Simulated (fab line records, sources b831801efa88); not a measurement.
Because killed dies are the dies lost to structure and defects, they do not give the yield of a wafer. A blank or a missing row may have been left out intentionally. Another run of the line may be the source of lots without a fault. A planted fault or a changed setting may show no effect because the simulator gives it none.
A lot that was struck, set against a sound lot / flow sky130 / 23 steps out of a route of 708
Sound: the wafers L477.1, L477.2, L477.5. The struck wafers were L480.2, L480.3, L480.4. Last of all comes the cause.
Each step with rows lists, per side, the tool, then ch with its chambers, then its first start. Under that, the readings that differ: sound wafers / struck wafers / difference of the means / sigmas: that difference in standard deviations of wafers without a fault.
alike: a reading whose means differ by less than 2 such deviations, as well as words and numbers matching on both sides. not compared: withheld readings; readings where some wafer has no value; bounds like >300 that might hide an equal value; numbers whose values overlap and for which the record gives no deviation.
A row with sigmas, a row that says differs or no value, or rows on one side alone: a step with any of these is where the two part. When numbers do not overlap yet have no deviation, they are printed without sigmas and do not part them. A reading that every wafer of one side lacks parts them only if that side has two wafers or more.

first, 5 steps without rows for these wafers: SKY_LDD_HVP_COAT_02 (resist thk 300 nm); SKY_LDD_HVP_SOFTBAKE_03 (time 60 s); SKY_LDD_HVP_EXPOSE_04 (exposes mask HVPTM, target cd 700 nm); SKY_LDD_HVP_PEB_05; SKY_LDD_HVP_DEVELOP_06 (develop time 60 s).
SKY_LDD_HVP_OVL_MEAS_07:
  struck on overlay-01, day 28 21:22; sound on overlay-02, day 27 19:53
  alike: LDD_HVP_OVL
following that, these wafers have no rows for 1 step: SKY_LDD_HVP_IMPLANT_08.
SKY_LDD_HVP_STRIP_09: strips in O2/N2.
  sound on plasma-asher-04 ch 0,1, day 27 20:04; struck on plasma-asher-03 ch 0,1, day 28 21:33
reading=strip-time-to-endpoint-s (s); sound=4.134 4.147 4.158; struck=4.104 4.098 4.103; difference=-0.045; sigmas=-3
  alike: drypump-motor-current-A, oes-product-au
  not compared: rf-hours-counter-h
SKY_LDD_HVP_TW_MEAS_10:
  struck on film-metro-02, day 28 21:40; sound on film-metro-02, day 27 20:10
  alike: LDD_HVP_TW
then, 3 steps without rows for these wafers: SKY_LDD_LDN_DEHYDRATE_00 (time 60 s); SKY_LDD_LDN_HMDS_01 (prime time 60 s); SKY_LDD_LDN_COAT_02 (resist thk 1140 nm).
SKY_LDD_LDN_SOFTBAKE_03: time 60 s.
  sound on litho-track-03 ch 0, day 28 10:35; struck on litho-track-03 ch 0, day 29 11:27
reading=heater-power-total-W (W); sound=56.60 56.62 56.64; struck=53.31 53.40 53.32; difference=-3.28; sigmas=-71
reading=plate-temp-C (C); sound=89.91 90.16 90.06; struck=86.18 86.42 86.60; difference=-3.64; sigmas=-28
  alike: chill-plate-temp-C
then, 2 steps without rows for these wafers: SKY_LDD_LDN_EXPOSE_04 (exposes mask LDNTM, target cd 700 nm); SKY_LDD_LDN_PEB_05.
SKY_LDD_LDN_DEVELOP_06: develop time 60 s.
  sound on litho-track-04 ch 0, day 29 00:16; struck on litho-track-01 ch 0, day 30 01:21
reading=model.NOVOLAK_of_LDD_LDN_COAT_02.thk-nm (nm); sound=1137 1136 1133; struck=1156 1150 1152; difference=+17; sigmas=
  alike: chill-plate-temp-C
SKY_LDD_LDN_OVL_MEAS_07:
  struck on overlay-02, day 30 01:29; sound on overlay-02, day 29 00:25
  alike: LDD_LDN_OVL
then, 4 steps without rows for these wafers: SKY_LDD_LDN_IMPLANT_08; SKY_LDD_LDN_IMPLANT_09; SKY_LDD_LDN_IMPLANT_10; SKY_LDD_LDN_IMPLANT_11.
SKY_LDD_LDN_STRIP_12: strips in O2/N2.
  sound on plasma-asher-03 ch 0,1, day 29 01:06; struck on plasma-asher-01 ch 0,1, day 30 02:07
reading=strip-time-to-endpoint-s (s); sound=14.15 14.15 14.09; struck=14.32 14.32 14.30; difference=+0.18; sigmas=+5
  alike: drypump-motor-current-A, oes-product-au
  not compared: rf-hours-counter-h
SKY_LDD_LDN_TW_MEAS_13:
  struck on film-metro-02, day 30 02:13; sound on film-metro-04, day 29 01:12
reading=LDD_LDN_TW; sound=1480 1485 1483; struck=1457 1459 1460; difference=-24; sigmas=-2

== WHERE THEY PART ==
At SKY_LDD_HVP_STRIP_09 first; at SKY_LDD_LDN_TW_MEAS_13 last (within this record only).

WHY: what the simulator had put in
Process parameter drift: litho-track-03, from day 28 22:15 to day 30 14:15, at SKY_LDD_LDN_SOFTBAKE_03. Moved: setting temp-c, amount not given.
